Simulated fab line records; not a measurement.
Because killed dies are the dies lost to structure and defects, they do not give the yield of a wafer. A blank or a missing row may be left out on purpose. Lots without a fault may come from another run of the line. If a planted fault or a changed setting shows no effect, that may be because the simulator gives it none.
What tool caused it? + flow sky130 + 11 lots (33 wafers sampled), 1 step of a 708-step route

WHAT THE GAUGES SHOWED, per wafer
SKY_LOCAL_INTERCONNECT_THK_MEAS_02: measures by xrf.
| lot  | measured     | on            | LOCAL_INTERCONNECT_TIN_THK (nm) |
|------|--------------|---------------|---------------------------------|
| L814 | day 30 00:25 | film_metro-04 | 100.8 100.7 101.0               |
| L813 | day 30 04:01 | film_metro-03 | 98.1 99.1 100.7                 |
| L816 | day 30 09:05 | film_metro-04 | 99.7 100.3 98.2                 |
| L817 | day 31 00:09 | film_metro-03 | 99.0 99.6 101.2                 |
| L821 | day 32 12:58 | film_metro-03 | 99.5 99.3 98.8                  |
| L823 | day 33 07:36 | film_metro-04 | 98.7 98.0 97.0                  |
| L831 | day 35 21:13 | film_metro-01 | 101.7 99.8 99.0                 |
| L833 | day 35 21:55 | film_metro-03 | 99.6 100.6 99.3                 |
| L832 | day 36 07:52 | film_metro-01 | 99.6 100.2 99.7                 |
| L834 | day 36 13:52 | film_metro-04 | 102.0 99.6 101.1                |
| L835 | day 36 17:44 | film_metro-03 | 97.8 99.6 97.4                  |

EACH LOT AND THE TOOL THAT RAN IT (in order: tool; ch and the chambers of the sampled wafers; start)
The record holds no process step before these readings.

THE ANSWER, worked out from the rows above alone
Rule: the usual values come from the lots themselves. Put in order of their means at a reading, lots are off if they are a third of the lots or fewer, leave a main group of 4 or more, and stand apart from it by a gap of 3 or more times the standard deviation of the main group's means; of several such gaps the widest counts. Not used: any main group whose means are identical at the precision the tables above print for the reading. Also off: a lot with no number at a reading for which 4 or more lots have one. Where the step has rows for the other lots, those lots are counted as sound.
No lot is off at any reading shown: from this, nothing can be told.

WHAT WAS PUT IN BY THE SIMULATOR
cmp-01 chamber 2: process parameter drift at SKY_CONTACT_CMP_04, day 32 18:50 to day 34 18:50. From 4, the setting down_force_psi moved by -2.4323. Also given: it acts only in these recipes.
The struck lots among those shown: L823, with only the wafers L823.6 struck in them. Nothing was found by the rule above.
